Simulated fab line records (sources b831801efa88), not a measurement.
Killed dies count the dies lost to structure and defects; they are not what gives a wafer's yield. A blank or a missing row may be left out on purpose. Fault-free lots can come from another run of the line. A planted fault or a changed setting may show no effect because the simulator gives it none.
2 desks looking at one fault + flow sky130 + only its own numbers are on each desk; what lay behind them is given at the end

THE TOOL OWNER'S DESK: rie metal-02
The tool's own readings at SKY_METAL1_METAL_ETCH_19 (etches the open film in Cl2/BCl3, stops on SiO2, target depth 360 nm, time 78 s): means of the sampled wafers that have a number, for each lot that ran on this tool. The brackets show how far a lot's mean lies from the usual mean; more than 4 standard deviations puts the lot out of limits, marked OUT.
Columns: A = bcl3 flow sccm at SKY_METAL1_METAL_ETCH_19, usual 29.99 sccm; B = bias w at SKY_METAL1_METAL_ETCH_19, usual 48.49 W; C = drypump motor current A at SKY_METAL1_METAL_ETCH_19, usual 5.9 A; D = oes product au at SKY_METAL1_METAL_ETCH_19, usual 0.854 a.u.; E = throttle valve pct at SKY_METAL1_METAL_ETCH_19, usual 22.263 %
| lot  | first seen here | A     | B               | C   | D     | E      |
|------|-----------------|-------|-----------------|-----|-------|--------|
| L958 | day 34 22:08    | 29.98 | 48.54           | 5.0 | 0.850 | 22.255 |
| L963 | day 37 04:34    | 30.00 | 51.52 (+23) OUT | 5.3 | 0.858 | 22.265 |
This desk finds L963 out of limits, L963 being first, at day 37 04:34 (bias w at SKY_METAL1_METAL_ETCH_19). In limits: L958.

AT THE METROLOGY DESK
Lot by lot, what the gauges showed, no matter which tool ran the lot: averages of those sampled wafers that carry a number. The brackets show how far a lot's mean lies from the usual mean; more than 4 standard deviations puts the lot out of limits, marked OUT.
Columns: A = CONTACT_W_RS at SKY_CONTACT_RS_MEAS_25, usual 0.339 ohm/sq
| lot  | first seen here | A     |
|------|-----------------|-------|
| L953 | day 32 03:20    | 0.335 |
| L955 | day 33 09:11    | 0.335 |
| L957 | day 33 17:59    | 0.341 |
| L958 | day 33 18:46    | 0.333 |
| L963 | day 36 00:23    | 0.339 |
| L964 | day 36 06:38    | 0.343 |
| L966 | day 37 00:41    | 0.339 |
| L971 | day 38 02:22    | 0.341 |
| L972 | day 38 05:01    | 0.336 |
| L974 | day 38 21:10    | 0.337 |
This desk's finding: nothing out of limits on any of the 10 lots.

TAKEN TOGETHER
At day 37 04:34, on L963, the tool owner's desk was in a position to raise an alarm.
Nothing out of limits was seen by the metrology desk.
The metrology desk holds a record of L963, inside its limits.
On rie metal-02, each named lot ran SKY_METAL1_METAL_ETCH_19.

WHAT THE SIMULATOR HAD INSERTED
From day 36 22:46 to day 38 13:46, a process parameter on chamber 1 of rie metal-02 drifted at SKY_METAL1_METAL_ETCH_19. Setting bias w, moved by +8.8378, from 48.5. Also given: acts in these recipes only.
Struck lots among those shown: L963.
How many hours passed from the start of the fault until each desk's first out-of-limits reading: the tool owner's desk, 6.
